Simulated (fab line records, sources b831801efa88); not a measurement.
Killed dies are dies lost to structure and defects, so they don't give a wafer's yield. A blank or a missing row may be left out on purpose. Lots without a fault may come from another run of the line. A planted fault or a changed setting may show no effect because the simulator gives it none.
fab line records | flow gf180mcu
record lots=5 wafers=15 last_day=34
route steps=602 shown DNWELL@37 NWELL@42 LVPWELL@54 MVSD@66
lots that met no fault: from a run of the same line without faults
start_h: hours from the record's first day to the start of the lot's first wafer shown | wait_h: hours since the lot's step before | " the same as in the row above | L1.1+2: a row that stands for several wafers | - no value, or no start given | * or withheld: withheld | < > ~ a bound
route shown NAME@n: a module of which the file shows steps, and the number in the route of the first | usual: mean/standard deviation of fault-free wafers | same: alike in all rows | chamber/n: place in a boat | sites: the reading at each site | _std_site: their standard deviation | _edge_site: outer sites' mean less inner sites' | radius_mm: how far each site lies from the wafer's centre | mask NAME#n: copy n | behind: the tool/chamber that last shaped the wafer | hold: why the lot was held/for how many hours/how that ended | device: the transistor (n, p or np) that didn't switch | end of line: the same wafers' tests at the end of the route | a step without rows: its recipe alone | killed: dies lost to structure and defects at the first sort, not the wafer's yield | map: a wafer's dies, x killed, . not, _ none there
set.NAME: the setting as run; set.NAME@STEP: as run at that earlier step | model.NAME: the simulator's own value behind a step, which no gauge read
lots at some steps of the route; a table a step, a row a wafer
services: from which hour (start_h, from the record's first day; less than 0 if before it) a tool's chamber was out of use, for how many hours, and why
## steps
# step GF_DNWELL_PEB_05
# recipe temp_c=115 time_s=withheld
# columns lot.wafer tool chamber start_h wait_h
L074.1+2+5 litho_track-03 0 - -
L081.1+5+6 litho_track-03 0 - -
L088.1+2+6 litho_track-01 0 - -
L091.4+5+6 litho_track-02 0 - -
L096.1+4+5 litho_track-01 0 - -
# step GF_DNWELL_DEVELOP_06
# recipe wall_angle_deg=90 develop_time_s=60 dev_temp_c=23
# same develop_time_s=60
# columns lot.wafer tool chamber start_h wait_h
L074.1+2+5 litho_track-03 0 - -
L081.1+5+6 litho_track-03 0 - -
L088.1+2+6 litho_track-01 0 - -
L091.4+5+6 litho_track-02 0 - -
L096.1+4+5 litho_track-01 0 - -
# step GF_DNWELL_IMPLANT_07
# recipe species=P energy_kev=1500 dose_cm2=1e+13 tilt_deg=0
# usual end_station_pressure_torr=5.07e-06/2.7e-07 faraday_current_uA=56.2/1.2
# columns lot.wafer tool chamber start_h wait_h end_station_pressure_torr faraday_current_uA
L074.1 implanter-03 0 50.73 - 4.51e-06 53.7
L074.2 " 0 " " 5.48e-06 55.6
L074.5 " 0 " " 4.76e-06 54.6
L081.1 implanter-03 0 79.62 - 4.83e-06 53.5
L081.5 " 0 " " 4.88e-06 58.4
L081.6 " 0 " " 5.56e-06 55.5
L088.1 implanter-04 0 121.05 - 5.46e-06 56.6
L088.2 " 0 " " 4.89e-06 55.0
L088.6 " 0 " " 4.65e-06 58.3
L091.4 implanter-02 0 132.51 - 5.28e-06 55.0
L091.5 " 0 " " 5.65e-06 56.6
L091.6 " 0 " " 5.14e-06 55.8
L096.1 implanter-03 0 159.50 - 5.45e-06 55.2
L096.4 " 0 " " 5.09e-06 57.4
L096.5 " 0 " " 4.63e-06 56.2
# step GF_DNWELL_STRIP_08
# recipe chemistry=O2/N2 power_w=1400 pressure_mtorr=1500 platen_temp_c=250 o2_flow_sccm=3000 n2_flow_sccm=300 overash_fraction=0.5
# usual drypump_motor_current_A=5.8/0.46 heater_power_w=341/23 oes_product_au=0.723/0.0046 strip_time_to_endpoint_s=36.95/0.1
# columns lot.wafer tool chamber start_h wait_h drypump_motor_current_A heater_power_w oes_product_au rf_hours_counter_h strip_time_to_endpoint_s
L074.1 plasma_asher-03 0 50.88 0.1 6.2 336 0.724 44 36.90
L074.2 " 1 " " 5.5 324 0.724 44 36.93
L074.5 " 0 " " 6.2 326 0.715 - 37.04
L081.1 plasma_asher-01 1 79.77 0.1 5.1 390 0.723 20 36.90
L081.5 " 1 " " 5.1 388 0.717 - 36.83
L081.6 " 0 " " 6.1 335 0.720 - 36.86
L088.1 plasma_asher-01 1 121.20 0.1 5.1 382 0.719 25 37.07
L088.2 " 0 " " 6.1 334 0.719 25 37.04
L088.6 " 1 " " 5.1 393 0.720 - 36.98
L091.4 plasma_asher-03 0 132.62 0.1 6.2 322 0.728 - 37.00
L091.5 " 1 " " 5.5 326 0.715 - 37.00
L091.6 " 0 " " 6.2 316 0.726 - 36.91
L096.1 plasma_asher-04 0 159.65 0.1 5.5 327 0.707 51 36.98
L096.4 " 1 " " 6.4 342 0.721 - 37.03
L096.5 " 0 " " 5.5 334 0.715 - 37.15
# step GF_DNWELL_TW_MEAS_09
# usual DNWELL_TW=1341/27
# columns lot.wafer tool chamber start_h wait_h DNWELL_TW
L074.1 film_metro-01 - 50.98 0.1 1325
L074.2 " - " " 1317
L074.5 " - " " 1313
L081.1 film_metro-01 - 79.87 0.1 1301
L081.5 " - " " 1305
L081.6 " - " " 1310
L088.1 film_metro-01 - 121.30 0.1 1306
L088.2 " - " " 1300
L088.6 " - " " 1301
L091.4 film_metro-03 - 132.71 0.1 1366
L091.5 " - " " 1371
L091.6 " - " " 1363
L096.1 film_metro-03 - 159.75 0.1 1347
L096.4 " - " " 1345
L096.5 " - " " 1345
# step GF_NWELL_DEHYDRATE_00
# recipe temp_c=200 time_s=60
# same time_s=60
# columns lot.wafer tool chamber start_h wait_h
L074.1+2+5 litho_track-03 0 56.98 6.0
L081.1+5+6 litho_track-04 0 85.57 5.7
L088.1+2+6 litho_track-04 0 127.32 6.0
L091.4+5+6 litho_track-04 0 139.84 7.1
L096.1+4+5 litho_track-02 0 167.38 7.6
# step GF_NWELL_HMDS_01
# recipe prime_time_s=60 prime_temp_c=120
# columns lot.wafer tool chamber start_h wait_h
L074.1+2+5 litho_track-03 0 57.13 0.1
L081.1+5+6 litho_track-04 0 85.72 0.1
L088.1+2+6 litho_track-04 0 127.47 0.1
L091.4+5+6 litho_track-04 0 139.99 0.1
L096.1+4+5 litho_track-02 0 167.53 0.1
# step GF_NWELL_COAT_02
# recipe spin_rpm=2000 resist_thk_nm=3000
# usual dispense_pressure_kPa=49/5.8
# columns lot.wafer tool chamber start_h wait_h dispense_pressure_kPa
L074.1 litho_track-03 0 57.28 0.1 44
L074.2 " 0 " " 44
L074.5 " 0 " " 44
L081.1 litho_track-04 0 85.87 0.1 56
L081.5 " 0 " " 56
L081.6 " 0 " " 56
L088.1 litho_track-04 0 127.62 0.1 56
L088.2 " 0 " " 56
L088.6 " 0 " " 56
L091.4 litho_track-04 0 140.14 0.1 56
L091.5 " 0 " " 56
L091.6 " 0 " " 56
L096.1 litho_track-02 0 167.68 0.1 46
L096.4 " 0 " " 46
L096.5 " 0 " " 46
# step GF_NWELL_SOFTBAKE_03
# recipe temp_c=110 time_s=withheld
# columns lot.wafer tool chamber start_h wait_h
L074.1+2+5 litho_track-03 0 57.43 0.1
L081.1+5+6 litho_track-04 0 86.02 0.1
L088.1+2+6 litho_track-04 0 127.77 0.1
L091.4+5+6 litho_track-04 0 140.32 0.1
L096.1+4+5 litho_track-02 0 167.83 0.1
# step GF_NWELL_EXPOSE_04
# recipe mask_id=Nwell target_cd_nm=860 na=0.6 source_shape=conventional sigma_outer=0.6 dose_mj=260
# usual exposure_dose_mJ_cm2=260.11/0.23
# columns lot.wafer tool chamber start_h wait_h mask exposure_dose_mJ_cm2
L074.1 iline_stepper-02 0 - - Nwell#0 260.41
L074.2 " 0 " " Nwell#0 260.34
L074.5 " 0 " " Nwell#0 260.15
L081.1 iline_stepper-02 0 - - Nwell#0 260.26
L081.5 " 0 " " Nwell#0 260.12
L081.6 " 0 " " Nwell#0 259.82
L088.1 iline_stepper-01 0 - - Nwell#0 260.13
L088.2 " 0 " " Nwell#0 259.95
L088.6 " 0 " " Nwell#0 260.14
L091.4 iline_stepper-02 0 - - Nwell#0 260.04
L091.5 " 0 " " Nwell#0 260.01
L091.6 " 0 " " Nwell#0 260.01
L096.1 iline_stepper-01 0 - - Nwell#0 260.72
L096.4 " 0 " " Nwell#0 259.99
L096.5 " 0 " " Nwell#0 260.22
# step GF_NWELL_PEB_05
# recipe temp_c=115 time_s=withheld
# columns lot.wafer tool chamber start_h wait_h
L074.1+2+5 litho_track-03 0 - -
L081.1+5+6 litho_track-03 0 - -
L088.1+2+6 litho_track-03 0 - -
L091.4+5+6 litho_track-04 0 - -
L096.1+4+5 litho_track-02 0 - -
# step GF_NWELL_DEVELOP_06
# recipe wall_angle_deg=90 develop_time_s=60 dev_temp_c=23
# same develop_time_s=60
# columns lot.wafer tool chamber start_h wait_h
L074.1+2+5 litho_track-03 0 - -
L081.1+5+6 litho_track-03 0 - -
L088.1+2+6 litho_track-03 0 - -
L091.4+5+6 litho_track-04 0 - -
L096.1+4+5 litho_track-02 0 - -
# step GF_NWELL_OVL_MEAS_07
# usual NWELL_OVL=0.1/1.3
# columns lot.wafer tool chamber start_h wait_h NWELL_OVL[nm]
L074.1 overlay-02 - 64.23 - 1.0
L074.2 " - " " -0.9
L074.5 " - " " -0.9
L081.1 overlay-02 - 93.12 - 0.5
L081.5 " - " " 0.9
L081.6 " - " " -0.5
L088.1 overlay-02 - 135.82 - -1.1
L088.2 " - " " -0.5
L088.6 " - " " 0.6
L091.4 overlay-01 - 148.18 - -2.0
L091.5 " - " " -0.4
L091.6 " - " " 0.7
L096.1 overlay-02 - 175.88 - 0.9
L096.4 " - " " -0.2
L096.5 " - " " 3.1
# step GF_NWELL_IMPLANT_08
# recipe species=P energy_kev=450 dose_cm2=1.5e+13 tilt_deg=0
# usual end_station_pressure_torr=5.09e-06/2.7e-07 faraday_current_uA=84.4/1.7
# columns lot.wafer tool chamber start_h wait_h end_station_pressure_torr faraday_current_uA
L074.1 implanter-01 0 64.26 0.0 4.92e-06 81.5
L074.2 " 0 " " 5.15e-06 85.8
L074.5 " 0 " " 5.22e-06 85.9
L081.1 implanter-02 0 93.16 0.0 4.8e-06 85.0
L081.5 " 0 " " 5.06e-06 86.9
L081.6 " 0 " " 5.3e-06 83.1
L088.1 implanter-02 0 135.86 0.0 5.12e-06 87.2
L088.2 " 0 " " 5.22e-06 84.3
L088.6 " 0 " " 5.16e-06 83.9
L091.4 implanter-01 0 148.28 0.1 4.33e-06 86.2
L091.5 " 0 " " 5.11e-06 82.8
L091.6 " 0 " " 5.32e-06 83.7
L096.1 implanter-02 0 175.92 0.0 5.3e-06 80.3
L096.4 " 0 " " 4.85e-06 84.5
L096.5 " 0 " " 4.87e-06 84.6
# step GF_NWELL_IMPLANT_09
# recipe species=P energy_kev=160 dose_cm2=4e+12 tilt_deg=0
# usual end_station_pressure_torr=5.05e-06/2.6e-07 faraday_current_uA=22.6/0.44
# columns lot.wafer tool chamber start_h wait_h end_station_pressure_torr faraday_current_uA
L074.1 implanter-01 0 64.41 0.1 4.98e-06 22.4
L074.2 " 0 " " 5.09e-06 23.1
L074.5 " 0 " " 5.06e-06 22.7
L081.1 implanter-02 0 93.31 0.1 5.39e-06 22.0
L081.5 " 0 " " 5.32e-06 22.5
L081.6 " 0 " " 4.62e-06 22.2
L088.1 implanter-02 0 136.01 0.1 5.46e-06 23.5
L088.2 " 0 " " 4.93e-06 22.8
L088.6 " 0 " " 5.13e-06 22.2
L091.4 implanter-01 0 148.43 0.1 4.76e-06 22.0
L091.5 " 0 " " 4.69e-06 23.2
L091.6 " 0 " " 4.51e-06 21.7
L096.1 implanter-02 0 176.07 0.1 5.3e-06 22.4
L096.4 " 0 " " 5.39e-06 22.0
L096.5 " 0 " " 5.04e-06 23.0
# step GF_NWELL_STRIP_10
# recipe chemistry=O2/N2 power_w=1400 pressure_mtorr=1500 platen_temp_c=250 o2_flow_sccm=3000 n2_flow_sccm=300 overash_fraction=0.5
# usual drypump_motor_current_A=5.3/0.56 heater_power_w=343/20 oes_product_au=0.723/0.0047 strip_time_to_endpoint_s=36.93/0.089
# columns lot.wafer tool chamber start_h wait_h drypump_motor_current_A heater_power_w oes_product_au rf_hours_counter_h strip_time_to_endpoint_s
L074.1 plasma_asher-02 0 64.56 0.1 5.1 354 0.712 44 36.77
L074.2 " 1 " " 4.7 346 0.718 44 36.78
L074.5 " 1 " " 4.6 352 0.711 - 36.87
L081.1 plasma_asher-02 0 93.46 0.1 5.1 344 0.729 47 36.94
L081.5 " 1 " " 4.6 346 0.725 - 36.92
L081.6 " 0 " " 5.1 349 0.716 - 36.89
L088.1 plasma_asher-02 0 136.16 0.1 5.1 349 0.723 51 36.76
L088.2 " 1 " " 4.7 348 0.724 51 37.02
L088.6 " 1 " " 4.6 345 0.715 - 36.94
L091.4 plasma_asher-03 1 148.53 0.1 5.5 330 0.719 - 36.84
L091.5 " 1 " " 5.5 327 0.723 - 37.04
L091.6 " 0 " " 6.2 305 0.723 - 37.01
L096.1 plasma_asher-03 0 176.22 0.1 6.2 313 0.726 6 37.04
L096.4 " 1 " " 5.5 324 0.723 - 37.09
L096.5 " 1 " " 5.5 332 0.715 - 36.97
# step GF_NWELL_TW_MEAS_11
# usual NWELL_TW=1567/36
# columns lot.wafer tool chamber start_h wait_h NWELL_TW
L074.1 film_metro-02 - 64.66 0.1 1572
L074.2 " - " " 1577
L074.5 " - " " 1584
L081.1 film_metro-01 - 93.56 0.1 1529
L081.5 " - " " 1531
L081.6 " - " " 1545
L088.1 film_metro-04 - 136.26 0.1 1598
L088.2 " - " " 1596
L088.6 " - " " 1601
L091.4 film_metro-01 - 148.63 0.1 1528
L091.5 " - " " 1529
L091.6 " - " " 1527
L096.1 film_metro-01 - 176.32 0.1 1520
L096.4 " - " " 1528
L096.5 " - " " 1523
# step GF_LVPWELL_DEHYDRATE_00
# recipe temp_c=200 time_s=60
# same time_s=60
# columns lot.wafer tool chamber start_h wait_h
L074.1+2+5 litho_track-03 0 71.08 6.4
L081.1+5+6 litho_track-03 0 100.22 6.7
L088.1+2+6 litho_track-04 0 142.66 6.4
L091.4+5+6 litho_track-04 0 155.29 6.6
L096.1+4+5 litho_track-04 0 183.86 7.5
# step GF_LVPWELL_HMDS_01
# recipe prime_time_s=60 prime_temp_c=120
# columns lot.wafer tool chamber start_h wait_h
L074.1+2+5 litho_track-03 0 71.23 0.1
L081.1+5+6 litho_track-03 0 100.37 0.1
L088.1+2+6 litho_track-04 0 142.81 0.1
L091.4+5+6 litho_track-04 0 155.44 0.1
L096.1+4+5 litho_track-04 0 184.01 0.1
# step GF_LVPWELL_COAT_02
# recipe spin_rpm=2000 resist_thk_nm=3000
# usual dispense_pressure_kPa=51/5.5
# columns lot.wafer tool chamber start_h wait_h dispense_pressure_kPa
L074.1 litho_track-03 0 71.38 0.1 44
L074.2 " 0 " " 44
L074.5 " 0 " " 44
L081.1 litho_track-03 0 100.52 0.1 44
L081.5 " 0 " " 44
L081.6 " 0 " " 44
L088.1 litho_track-04 0 142.96 0.1 56
L088.2 " 0 " " 56
L088.6 " 0 " " 56
L091.4 litho_track-04 0 155.59 0.1 56
L091.5 " 0 " " 56
L091.6 " 0 " " 56
L096.1 litho_track-04 0 184.16 0.1 56
L096.4 " 0 " " 56
L096.5 " 0 " " 56
# step GF_LVPWELL_SOFTBAKE_03
# recipe temp_c=110 time_s=withheld
# columns lot.wafer tool chamber start_h wait_h
L074.1+2+5 litho_track-03 0 71.53 0.1
L081.1+5+6 litho_track-03 0 100.67 0.1
L088.1+2+6 litho_track-04 0 143.11 0.1
L091.4+5+6 litho_track-04 0 155.76 0.1
L096.1+4+5 litho_track-04 0 184.31 0.1
# step GF_LVPWELL_EXPOSE_04
# recipe mask_id=LVPWELL target_cd_nm=600 na=0.6 source_shape=conventional sigma_outer=0.6 dose_mj=260
# usual exposure_dose_mJ_cm2=260.05/0.24
# columns lot.wafer tool chamber start_h wait_h mask exposure_dose_mJ_cm2
L074.1 iline_stepper-02 0 - - LVPWELL#0 259.66
L074.2 " 0 " " LVPWELL#0 260.11
L074.5 " 0 " " LVPWELL#0 260.27
L081.1 iline_stepper-01 0 - - LVPWELL#0 260.15
L081.5 " 0 " " LVPWELL#0 260.20
L081.6 " 0 " " LVPWELL#0 260.15
L088.1 iline_stepper-01 0 - - LVPWELL#0 259.62
L088.2 " 0 " " LVPWELL#0 260.24
L088.6 " 0 " " LVPWELL#0 260.15
L091.4 iline_stepper-01 0 - - LVPWELL#0 260.07
L091.5 " 0 " " LVPWELL#0 259.83
L091.6 " 0 " " LVPWELL#0 260.22
L096.1 iline_stepper-01 0 - - LVPWELL#0 259.70
L096.4 " 0 " " LVPWELL#0 260.08
L096.5 " 0 " " LVPWELL#0 259.78
# step GF_LVPWELL_PEB_05
# recipe temp_c=115 time_s=withheld
# columns lot.wafer tool chamber start_h wait_h
L074.1+2+5 litho_track-01 0 - -
L081.1+5+6 litho_track-04 0 - -
L088.1+2+6 litho_track-01 0 - -
L091.4+5+6 litho_track-04 0 - -
L096.1+4+5 litho_track-03 0 - -
# step GF_LVPWELL_DEVELOP_06
# recipe wall_angle_deg=90 develop_time_s=60 dev_temp_c=23
# same develop_time_s=60
# columns lot.wafer tool chamber start_h wait_h
L074.1+2+5 litho_track-01 0 - -
L081.1+5+6 litho_track-04 0 - -
L088.1+2+6 litho_track-01 0 - -
L091.4+5+6 litho_track-04 0 - -
L096.1+4+5 litho_track-03 0 - -
# step GF_LVPWELL_OVL_MEAS_07
# usual LVPWELL_OVL=-0.2/1.4
# columns lot.wafer tool chamber start_h wait_h LVPWELL_OVL[nm]
L074.1 overlay-01 - 78.05 - 0.3
L074.2 " - " " 0.7
L074.5 " - " " -0.2
L081.1 overlay-02 - 107.92 - 2.8
L081.5 " - " " 1.0
L081.6 " - " " 1.2
L088.1 overlay-01 - 150.75 - -2.2
L088.2 " - " " -1.7
L088.6 " - " " -1.1
L091.4 overlay-01 - 163.43 - -0.8
L091.5 " - " " -4.1
L091.6 " - " " -2.0
L096.1 overlay-01 - 192.32 - -2.7
L096.4 " - " " -1.6
L096.5 " - " " -3.2
# step GF_LVPWELL_IMPLANT_08
# recipe species=B energy_kev=170 dose_cm2=1.5e+13 tilt_deg=0
# usual end_station_pressure_torr=5.04e-06/2.9e-07 faraday_current_uA=84.7/1.9
# columns lot.wafer tool chamber start_h wait_h end_station_pressure_torr faraday_current_uA
L074.1 implanter-01 0 78.08 0.0 5.18e-06 84.7
L074.2 " 0 " " 4.99e-06 87.1
L074.5 " 0 " " 4.96e-06 81.6
L081.1 implanter-04 0 107.95 0.0 5.05e-06 84.5
L081.5 " 0 " " 4.74e-06 82.3
L081.6 " 0 " " 4.82e-06 83.2
L088.1 implanter-04 0 150.78 0.0 5.35e-06 83.0
L088.2 " 0 " " 4.69e-06 85.8
L088.6 " 0 " " 5.32e-06 84.6
L091.4 implanter-03 0 163.53 0.1 5.6e-06 84.9
L091.5 " 0 " " 5.12e-06 83.2
L091.6 " 0 " " 4.93e-06 84.8
L096.1 implanter-04 0 192.36 0.0 4.98e-06 83.8
L096.4 " 0 " " 5.21e-06 86.4
L096.5 " 0 " " 5.32e-06 86.1
# step GF_LVPWELL_IMPLANT_09
# recipe species=B energy_kev=60 dose_cm2=5e+12 tilt_deg=0
# usual end_station_pressure_torr=5.02e-06/2.8e-07 faraday_current_uA=28.2/0.53
# columns lot.wafer tool chamber start_h wait_h end_station_pressure_torr faraday_current_uA
L074.1 implanter-01 0 78.23 0.1 5.12e-06 28.2
L074.2 " 0 " " 4.2e-06 28.4
L074.5 " 0 " " 4.79e-06 27.6
L081.1 implanter-04 0 108.10 0.1 4.66e-06 27.6
L081.5 " 0 " " 5.11e-06 28.3
L081.6 " 0 " " 4.99e-06 28.2
L088.1 implanter-04 0 150.93 0.1 5.39e-06 28.6
L088.2 " 0 " " 4.72e-06 27.5
L088.6 " 0 " " 5.06e-06 28.2
L091.4 implanter-03 0 163.68 0.1 5.48e-06 27.3
L091.5 " 0 " " 4.95e-06 27.9
L091.6 " 0 " " 4.87e-06 28.3
L096.1 implanter-04 0 192.66 0.2 5.13e-06 27.9
L096.4 " 0 " " 5.18e-06 27.5
L096.5 " 0 " " 5.11e-06 28.4
# step GF_LVPWELL_STRIP_10
# recipe chemistry=O2/N2 power_w=1400 pressure_mtorr=1500 platen_temp_c=250 o2_flow_sccm=3000 n2_flow_sccm=300 overash_fraction=0.5
# usual drypump_motor_current_A=5.4/0.62 heater_power_w=350/19 oes_product_au=0.723/0.0047 strip_time_to_endpoint_s=36.92/0.095
# columns lot.wafer tool chamber start_h wait_h drypump_motor_current_A heater_power_w oes_product_au rf_hours_counter_h strip_time_to_endpoint_s
L074.1 plasma_asher-01 1 78.38 0.1 5.1 388 0.730 20 36.98
L074.2 " 0 " " 6.1 332 0.726 20 37.09
L074.5 " 0 " " 6.1 342 0.722 - 36.98
L081.1 plasma_asher-04 1 108.25 0.1 6.5 341 0.724 46 36.87
L081.5 " 0 " " 5.5 332 0.723 - 36.84
L081.6 " 1 " " 6.5 345 0.715 - 36.80
L088.1 plasma_asher-02 0 151.08 0.1 5.1 352 0.717 53 36.95
L088.2 " 1 " " 4.7 348 0.725 53 37.10
L088.6 " 0 " " 5.1 350 0.725 - 37.08
L091.4 plasma_asher-04 0 163.78 0.1 5.5 335 0.725 - 37.09
L091.5 " 1 " " 6.4 346 0.712 - 37.06
L091.6 " 0 " " 5.5 328 0.723 - 36.99
L096.1 plasma_asher-02 0 192.96 0.2 5.0 357 0.721 57 37.04
L096.4 " 0 " " 5.1 353 0.723 - 37.07
L096.5 " 1 " " 4.7 356 0.720 - 37.04
# step GF_LVPWELL_TW_MEAS_11
# usual LVPWELL_TW=559/11
# columns lot.wafer tool chamber start_h wait_h LVPWELL_TW
L074.1 film_metro-04 - 78.48 0.1 569
L074.2 " - " " 573
L074.5 " - " " 570
L081.1 film_metro-01 - 108.35 0.1 541
L081.5 " - " " 543
L081.6 " - " " 543
L088.1 film_metro-01 - 151.18 0.1 543
L088.2 " - " " 544
L088.6 " - " " 545
L091.4 film_metro-04 - 163.88 0.1 569
L091.5 " - " " 569
L091.6 " - " " 568
L096.1 film_metro-02 - 193.06 0.1 559
L096.4 " - " " 559
L096.5 " - " " 558
# step GF_MVSD_DEHYDRATE_00
# recipe temp_c=200 time_s=60
# same time_s=60
# columns lot.wafer tool chamber start_h wait_h
L074.1+2+5 litho_track-02 0 84.28 5.8
L081.1+5+6 litho_track-02 0 114.83 6.5
L088.1+2+6 litho_track-01 0 158.15 7.0
L091.4+5+6 litho_track-04 0 171.09 7.2
L096.1+4+5 litho_track-04 0 200.41 7.3
# step GF_MVSD_HMDS_01
# recipe prime_time_s=60 prime_temp_c=120
# columns lot.wafer tool chamber start_h wait_h
L074.1+2+5 litho_track-02 0 84.43 0.1
L081.1+5+6 litho_track-02 0 114.98 0.1
L088.1+2+6 litho_track-01 0 158.30 0.1
L091.4+5+6 litho_track-04 0 171.24 0.1
L096.1+4+5 litho_track-04 0 200.56 0.1
# step GF_MVSD_COAT_02
# recipe spin_rpm=2000 resist_thk_nm=3000
# usual dispense_pressure_kPa=50/4.6
# columns lot.wafer tool chamber start_h wait_h dispense_pressure_kPa
L074.1 litho_track-02 0 84.58 0.1 46
L074.2 " 0 " " 46
L074.5 " 0 " " 46
L081.1 litho_track-02 0 115.13 0.1 46
L081.5 " 0 " " 46
L081.6 " 0 " " 46
L088.1 litho_track-01 0 158.45 0.1 50
L088.2 " 0 " " 50
L088.6 " 0 " " 50
L091.4 litho_track-04 0 171.39 0.1 56
L091.5 " 0 " " 56
L091.6 " 0 " " 56
L096.1 litho_track-04 0 200.71 0.1 56
L096.4 " 0 " " 56
L096.5 " 0 " " 56
# step GF_MVSD_SOFTBAKE_03
# recipe temp_c=110 time_s=withheld
# columns lot.wafer tool chamber start_h wait_h
L074.1+2+5 litho_track-02 0 84.73 0.1
L081.1+5+6 litho_track-02 0 115.28 0.1
L088.1+2+6 litho_track-01 0 158.60 0.1
L091.4+5+6 litho_track-04 0 171.56 0.1
L096.1+4+5 litho_track-04 0 200.86 0.1
# step GF_MVSD_EXPOSE_04
# recipe mask_id=MVSD target_cd_nm=1000 na=0.6 source_shape=conventional sigma_outer=0.6 dose_mj=260
# usual exposure_dose_mJ_cm2=260.01/0.28
# columns lot.wafer tool chamber start_h wait_h mask exposure_dose_mJ_cm2
L074.1 iline_stepper-02 0 - - MVSD#0 260.01
L074.2 " 0 " " MVSD#0 260.52
L074.5 " 0 " " MVSD#0 260.17
L081.1 iline_stepper-01 0 - - MVSD#0 259.87
L081.5 " 0 " " MVSD#0 259.64
L081.6 " 0 " " MVSD#0 259.47
L088.1 iline_stepper-01 0 - - MVSD#0 260.24
L088.2 " 0 " " MVSD#0 260.18
L088.6 " 0 " " MVSD#0 260.54
L091.4 iline_stepper-02 0 - - MVSD#0 260.39
L091.5 " 0 " " MVSD#0 260.48
L091.6 " 0 " " MVSD#0 260.73
L096.1 iline_stepper-02 0 - - MVSD#0 259.98
L096.4 " 0 " " MVSD#0 260.12
L096.5 " 0 " " MVSD#0 259.59
# step GF_MVSD_PEB_05
# recipe temp_c=115 time_s=withheld
# columns lot.wafer tool chamber start_h wait_h
L074.1+2+5 litho_track-02 0 - -
L081.1+5+6 litho_track-01 0 - -
L088.1+2+6 litho_track-04 0 - -
L091.4+5+6 litho_track-02 0 - -
L096.1+4+5 litho_track-04 0 - -
# step GF_MVSD_DEVELOP_06
# recipe wall_angle_deg=90 develop_time_s=60 dev_temp_c=23
# same develop_time_s=60
# columns lot.wafer tool chamber start_h wait_h
L074.1+2+5 litho_track-02 0 - -
L081.1+5+6 litho_track-01 0 - -
L088.1+2+6 litho_track-04 0 - -
L091.4+5+6 litho_track-02 0 - -
L096.1+4+5 litho_track-04 0 - -
# step GF_MVSD_OVL_MEAS_07
# usual MVSD_OVL=-0.5/1.5
# columns lot.wafer tool chamber start_h wait_h MVSD_OVL[nm]
L074.1 overlay-01 - 91.98 - -0.6
L074.2 " - " " -0.9
L074.5 " - " " 0.1
L081.1 overlay-02 - 122.90 - -2.7
L081.5 " - " " -1.7
L081.6 " - " " -2.0
L088.1 overlay-01 - 166.21 - -3.3
L088.2 " - " " -1.8
L088.6 " - " " -1.6
L091.4 overlay-02 - 179.90 - -0.2
L091.5 " - " " -0.5
L091.6 " - " " -1.4
L096.1 overlay-01 - 209.56 - 1.1
L096.4 " - " " -0.5
L096.5 " - " " 1.1
# step GF_MVSD_IMPLANT_08
# recipe species=P energy_kev=400 dose_cm2=1.6e+13 tilt_deg=0
# usual end_station_pressure_torr=5.08e-06/2.7e-07 faraday_current_uA=90.2/1.8
# columns lot.wafer tool chamber start_h wait_h end_station_pressure_torr faraday_current_uA
L074.1 implanter-02 0 92.02 0.0 5.31e-06 87.4
L074.2 " 0 " " 5.06e-06 89.1
L074.5 " 0 " " 5.28e-06 92.4
L081.1 implanter-02 0 122.93 0.0 5.15e-06 89.7
L081.5 " 0 " " 5.27e-06 91.6
L081.6 " 0 " " 4.95e-06 91.0
L088.1 implanter-01 0 166.25 0.0 4.99e-06 92.5
L088.2 " 0 " " 4.89e-06 90.9
L088.6 " 0 " " 4.37e-06 91.0
L091.4 implanter-02 0 179.99 0.1 5.1e-06 89.8
L091.5 " 0 " " 5.1e-06 88.4
L091.6 " 0 " " 5.18e-06 90.5
L096.1 implanter-02 0 209.60 0.0 4.76e-06 89.2
L096.4 " 0 " " 5.18e-06 89.9
L096.5 " 0 " " 5.33e-06 91.9
# step GF_MVSD_IMPLANT_09
# recipe species=P energy_kev=100 dose_cm2=5e+12 tilt_deg=0
# usual end_station_pressure_torr=5.04e-06/2.5e-07 faraday_current_uA=28.2/0.52
# columns lot.wafer tool chamber start_h wait_h end_station_pressure_torr faraday_current_uA
L074.1 implanter-02 0 92.17 0.1 5.2e-06 29.0
L074.2 " 0 " " 4.87e-06 27.9
L074.5 " 0 " " 5.12e-06 28.6
L081.1 implanter-02 0 123.08 0.1 4.89e-06 28.0
L081.5 " 0 " " 4.78e-06 28.1
L081.6 " 0 " " 4.92e-06 28.6
L088.1 implanter-01 0 166.40 0.1 5.05e-06 27.9
L088.2 " 0 " " 4.82e-06 29.2
L088.6 " 0 " " 5.09e-06 28.4
L091.4 implanter-02 0 180.14 0.1 5.39e-06 27.6
L091.5 " 0 " " 5.73e-06 27.8
L091.6 " 0 " " 4.98e-06 29.2
L096.1 implanter-02 0 209.75 0.1 5.15e-06 29.9
L096.4 " 0 " " 4.84e-06 28.0
L096.5 " 0 " " 4.8e-06 28.0
## services
# columns tool chamber start_h hours kind
plasma_asher-03 - 32.07 1.9 repair
plasma_asher-01 - 35.94 3.3 repair
implanter-02 - 40.51 9.2 repair
iline_stepper-01 - 44.40 1.7 pm
iline_stepper-02 0 102.52 - calibration
iline_stepper-02 - 103.22 7.1 repair
implanter-01 - 105.60 2.1 repair
plasma_asher-03 - 108.75 9.0 pm
plasma_asher-03 0 108.75 9.0 vent_cycle
plasma_asher-03 1 108.75 9.0 vent_cycle
implanter-03 - 115.35 1.7 repair
plasma_asher-03 0 117.75 - clean
plasma_asher-03 1 117.75 - clean
plasma_asher-04 - 118.32 1.2 repair
iline_stepper-02 - 119.08 2.3 repair
iline_stepper-02 - 141.22 4.4 pm
implanter-02 - 147.82 4.0 pm
implanter-02 - 155.31 11.8 pm
iline_stepper-02 - 174.62 1.7 pm
litho_track-02 - 176.18 - consumable_replace:filter
implanter-01 - 184.75 1.2 repair
implanter-03 - 191.61 3.4 repair
implanter-04 - 201.52 1.8 repair
implanter-01 - 207.64 3.5 pm
## key
fault none
